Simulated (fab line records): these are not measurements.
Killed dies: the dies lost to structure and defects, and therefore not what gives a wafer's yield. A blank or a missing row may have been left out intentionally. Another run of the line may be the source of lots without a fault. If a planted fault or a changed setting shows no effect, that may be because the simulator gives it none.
fab line records	flow sky130
record lots=6	wafers=18	last_day=49
route steps=708 shown METAL1@435
lots that met no fault: from a run of the same line without faults
start_h: start of the lot's first displayed wafer, in hours after the record's first day	wait_h: time in hours since the lot's previous step	" unchanged from the row above	L1.1+2: a single row standing in for several wafers	- no value, or no start given	* or withheld: withheld	< > ~ a bound
route shown NAME@n: NAME is a module with steps in the file, n the number in the route of the first one	usual: mean/standard deviation taken from wafers without a fault	same: alike in all rows	chamber/n: place in a boat	sites: per-site readings	_std_site: their standard deviation	_edge_site: mean of outer sites minus mean of inner sites	radius_mm: how far each site lies from the wafer's centre	mask NAME#n: copy n	behind: tool/chamber where the wafer was last shaped	hold: cause of the lot's hold/its duration in hours/its outcome	device: which transistor (n, p or np) failed to switch	end of line: the same wafers' tests at the end of the route	for a step that has no rows: nothing shown but its recipe	killed: dies lost to structure and defects at the first sort, not the wafer's yield	map: dies across one wafer; x = killed, . = not, _ = none there
set.NAME: the setting the step ran with; set.NAME@STEP: the setting that earlier step ran with	model.NAME: the simulator's own value behind a step, which no gauge read
lots at selected steps of the route; one table per step, one row per wafer
services: from which hour (start_h, from the record's first day; less than 0 if before it) a tool's chamber was out of use, for how many hours, and why
## steps
# step SKY_METAL1_SPUTTER_01
# recipe material=TiN	target_thk_nm=20	power_w=6500	time_s=16.7	chamber_pressure_pa=0.4
# usual chamber_pressure_pa=0.4001/0.00081	throttle_valve_pct=29.9/0.87
# same time_s=16.7
lot.wafer	tool	chamber	start_h	wait_h	chamber_pressure_pa	throttle_valve_pct
L326.1	pvd_sputter-01	-	731.29	0.0	0.3990	28.8
L326.4	"	-	"	"	0.3989	31.5
L326.6	"	-	"	"	0.3983	28.5
L332.2	pvd_sputter-04	-	788.28	0.0	0.3995	31.1
L332.3	"	-	"	"	0.3983	29.8
L332.5	"	-	"	"	0.4002	31.2
L333.1	pvd_sputter-03	-	795.03	0.0	0.4010	30.0
L333.3	"	-	"	"	0.3990	30.7
L333.6	"	-	"	"	0.3996	29.7
L334.1	pvd_sputter-03	-	800.36	0.0	0.3998	30.8
L334.3	"	-	"	"	0.4002	29.4
L334.4	"	-	"	"	0.4000	29.2
L335.1	pvd_sputter-04	-	813.23	0.0	0.4001	29.6
L335.3	"	-	"	"	0.4003	29.6
L335.5	"	-	"	"	0.4000	29.6
L344.2	pvd_sputter-01	-	871.42	0.0	0.4002	29.1
L344.4	"	-	"	"	0.4013	30.7
L344.5	"	-	"	"	0.4013	28.7
# step SKY_METAL1_SPUTTER_02
# recipe material=AlCu	target_thk_nm=250	power_w=10600	time_s=13.3	chamber_pressure_pa=0.4
# usual chamber_pressure_pa=0.4001/0.0007	throttle_valve_pct=30.0/0.84
# same time_s=13.3
lot.wafer	tool	chamber	start_h	wait_h	chamber_pressure_pa	throttle_valve_pct
L326.1	pvd_sputter-01	-	731.32	0.0	0.4010	28.8
L326.4	"	-	"	"	0.3995	31.2
L326.6	"	-	"	"	0.4012	28.6
L332.2	pvd_sputter-04	-	788.31	0.0	0.4001	31.1
L332.3	"	-	"	"	0.3990	29.6
L332.5	"	-	"	"	0.4004	31.3
L333.1	pvd_sputter-03	-	795.05	0.0	0.4001	29.7
L333.3	"	-	"	"	0.3998	30.6
L333.6	"	-	"	"	0.4004	29.7
L334.1	pvd_sputter-03	-	800.39	0.0	0.3997	30.5
L334.3	"	-	"	"	0.3998	29.3
L334.4	"	-	"	"	0.3998	29.4
L335.1	pvd_sputter-04	-	813.26	0.0	0.4003	29.5
L335.3	"	-	"	"	0.3990	29.5
L335.5	"	-	"	"	0.3992	30.0
L344.2	pvd_sputter-01	-	871.44	0.0	0.4014	29.5
L344.4	"	-	"	"	0.3997	30.7
L344.5	"	-	"	"	0.3995	28.6
# step SKY_METAL1_SPUTTER_03
# recipe material=Ti	target_thk_nm=5	power_w=3000	time_s=3.3	chamber_pressure_pa=0.4
# usual chamber_pressure_pa=0.4001/0.00073	throttle_valve_pct=30.0/0.85
# same time_s=3.3
lot.wafer	tool	chamber	start_h	wait_h	chamber_pressure_pa	throttle_valve_pct
L326.1	pvd_sputter-01	-	731.34	0.0	0.4007	28.6
L326.4	"	-	"	"	0.4007	31.1
L326.6	"	-	"	"	0.3997	28.7
L332.2	pvd_sputter-04	-	788.33	0.0	0.3993	31.4
L332.3	"	-	"	"	0.3997	29.6
L332.5	"	-	"	"	0.4000	31.4
L333.1	pvd_sputter-03	-	795.08	0.0	0.3995	29.9
L333.3	"	-	"	"	0.4014	30.6
L333.6	"	-	"	"	0.4009	29.4
L334.1	pvd_sputter-03	-	800.41	0.0	0.3989	30.5
L334.3	"	-	"	"	0.3994	29.4
L334.4	"	-	"	"	0.3998	29.1
L335.1	pvd_sputter-04	-	813.28	0.0	0.4000	29.8
L335.3	"	-	"	"	0.4006	29.9
L335.5	"	-	"	"	0.4001	29.8
L344.2	pvd_sputter-01	-	871.47	0.0	0.4013	29.1
L344.4	"	-	"	"	0.3999	30.6
L344.5	"	-	"	"	0.4012	28.9
# step SKY_METAL1_SPUTTER_04
# recipe material=TiN	target_thk_nm=70	power_w=6500	time_s=58.3	chamber_pressure_pa=0.4
# usual chamber_pressure_pa=0.4000/0.00082	throttle_valve_pct=30.0/0.81
# same time_s=58.3
lot.wafer	tool	chamber	start_h	wait_h	chamber_pressure_pa	throttle_valve_pct
L326.1	pvd_sputter-01	-	731.36	0.0	0.3994	28.4
L326.4	"	-	"	"	0.4001	31.3
L326.6	"	-	"	"	0.4006	28.8
L332.2	pvd_sputter-04	-	788.35	0.0	0.3998	31.3
L332.3	"	-	"	"	0.4004	29.6
L332.5	"	-	"	"	0.4010	31.1
L333.1	pvd_sputter-03	-	795.09	0.0	0.4005	30.2
L333.3	"	-	"	"	0.3999	30.4
L333.6	"	-	"	"	0.4002	29.5
L334.1	pvd_sputter-03	-	800.43	0.0	0.4006	30.5
L334.3	"	-	"	"	0.4007	29.4
L334.4	"	-	"	"	0.3991	29.2
L335.1	pvd_sputter-04	-	813.30	0.0	0.4005	29.4
L335.3	"	-	"	"	0.4008	29.7
L335.5	"	-	"	"	0.3997	29.8
L344.2	pvd_sputter-01	-	871.49	0.0	0.4003	29.0
L344.4	"	-	"	"	0.4011	30.6
L344.5	"	-	"	"	0.3997	28.6
# step SKY_METAL1_RS_MEAS_05
# recipe thk_meas_gauge=four-point-probe	reads=TiN_of_METAL1_SPUTTER_04+Ti_of_METAL1_SPUTTER_03+AlCu_of_METAL1_SPUTTER_02+TiN_of_METAL1_SPUTTER_01+Ti_of_METAL1_SPUTTER_00
# usual METAL1_ALCU_RS=0.1267/0.0015
lot.wafer	tool	chamber	start_h	wait_h	METAL1_ALCU_RS[ohm/sq]
L326.1	film_metro-04	-	731.41	0.0	0.1244
L326.4	"	-	"	"	0.1253
L326.6	"	-	"	"	0.1236
L332.2	film_metro-01	-	788.42	0.0	0.1290
L332.3	"	-	"	"	0.1284
L332.5	"	-	"	"	0.1287
L333.1	film_metro-02	-	795.14	0.0	0.1276
L333.3	"	-	"	"	0.1271
L333.6	"	-	"	"	0.1249
L334.1	film_metro-04	-	800.48	0.0	0.1243
L334.3	"	-	"	"	0.1244
L334.4	"	-	"	"	0.1260
L335.1	film_metro-04	-	813.35	0.0	0.1261
L335.3	"	-	"	"	0.1258
L335.5	"	-	"	"	0.1263
L344.2	film_metro-04	-	871.55	0.0	0.1262
L344.4	"	-	"	"	0.1264
L344.5	"	-	"	"	0.1252
# step SKY_METAL1_THK_MEAS_06
# recipe thk_meas_gauge=xrf	reads=AlCu_of_METAL1_SPUTTER_02
# usual METAL1_ALCU_THK=250/3.2
lot.wafer	tool	chamber	start_h	wait_h	METAL1_ALCU_THK[nm]
L326.1	film_metro-04	-	731.53	0.1	255
L326.4	"	-	"	"	252
L326.6	"	-	"	"	258
L332.2	film_metro-01	-	788.53	0.1	245
L332.3	"	-	"	"	245
L332.5	"	-	"	"	245
L333.1	film_metro-02	-	795.26	0.1	247
L333.3	"	-	"	"	246
L333.6	"	-	"	"	251
L334.1	film_metro-04	-	800.60	0.1	255
L334.3	"	-	"	"	253
L334.4	"	-	"	"	250
L335.1	film_metro-04	-	813.47	0.1	250
L335.3	"	-	"	"	252
L335.5	"	-	"	"	250
L344.2	film_metro-04	-	871.66	0.1	250
L344.4	"	-	"	"	250
L344.5	"	-	"	"	253
# step SKY_METAL1_DEHYDRATE_07
# recipe temp_c=200	time_s=60
# step SKY_METAL1_HMDS_08
# recipe prime_time_s=60	prime_temp_c=120
# step SKY_METAL1_COAT_09
# recipe resist=BARC	temp_c=withheld	time_s=withheld	spin_rpm=3000	resist_thk_nm=60
# step SKY_METAL1_COAT_10
# recipe resist=KrF-thick	spin_rpm=3000	resist_thk_nm=450
# step SKY_METAL1_SOFTBAKE_11
# recipe temp_c=100	time_s=90	resist=KrF-thick
# step SKY_METAL1_EXPOSE_12
# recipe mask_id=MM1	na=0.8	source_shape=annular	sigma_inner=0.55	sigma_outer=0.85	target_cd_nm=140	dose_mj=28
# step SKY_METAL1_PEB_13
# recipe peb_temp_c=withheld	peb_time_s=withheld	resist=KrF-thick
# usual chill_plate_temp_C=*	exhaust_pa=45.1/1.1
lot.wafer	tool	chamber	start_h	wait_h	chill_plate_temp_C	exhaust_pa
L326.1	litho_track-03	0	758	-	*	45.0
L326.4	"	0	"	"	*	45.3
L326.6	"	0	"	"	*	47.0
L332.2	litho_track-03	0	814	-	*	45.3
L332.3	"	0	"	"	*	45.1
L332.5	"	0	"	"	*	44.6
L333.1	litho_track-03	-	820	-	-	-
L333.3	"	-	"	"	-	-
L333.6	"	-	821	-	-	-
L334.1	litho_track-02	-	826	-	-	-
L334.3	"	-	"	"	-	-
L334.4	"	-	"	"	-	-
L335.1	litho_track-03	0	839	-	*	44.9
L335.3	"	0	"	"	*	46.5
L335.5	"	0	"	"	*	44.4
L344.2	litho_track-03	0	897	-	*	46.1
L344.4	"	0	"	"	*	45.3
L344.5	"	0	"	"	*	44.9
# step SKY_METAL1_DEVELOP_14
# recipe develop_time_s=60	resist=KrF-thick	dev_temp_c=21
## services
tool	chamber	start_h	hours	kind
pvd_sputter-01	-	708.76	3.0	repair
pvd_sputter-03	-	801.14	1.0	repair
pvd_sputter-03	-	819.52	11.9	repair
pvd_sputter-04	-	835.29	12.5	repair
pvd_sputter-03	-	847.56	12.9	repair
## key
first_sign step=SKY_METAL1_PEB_13	reading=tool_record	direction=missing
effect none on later readings
met_at SKY_METAL1_PEB_13
struck_wafers L333.1,L333.3,L333.6,L334.1,L334.3,L334.4
later_rows_left_out L333.1,L333.3,L333.6,L334.1,L334.3,L334.4
sort_left_out L333.1,L333.3,L333.6,L334.1,L334.3,L334.4
onset_between 814 820
fault kind=skipped_step_whole	tool=litho_track-02,litho_track-03	chamber=-	onset_h=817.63	steps=SKY_METAL1_PEB_13	scope=struck_lots_only
# sort_left_out: the simulated sort isn't trusted on such a fault, so these wafers' sort isn't shown, and their yield isn't known
# later_rows_left_out: the simulator's readings of these wafers behind a module that went badly wrong aren't trusted and aren't shown, but for the sort
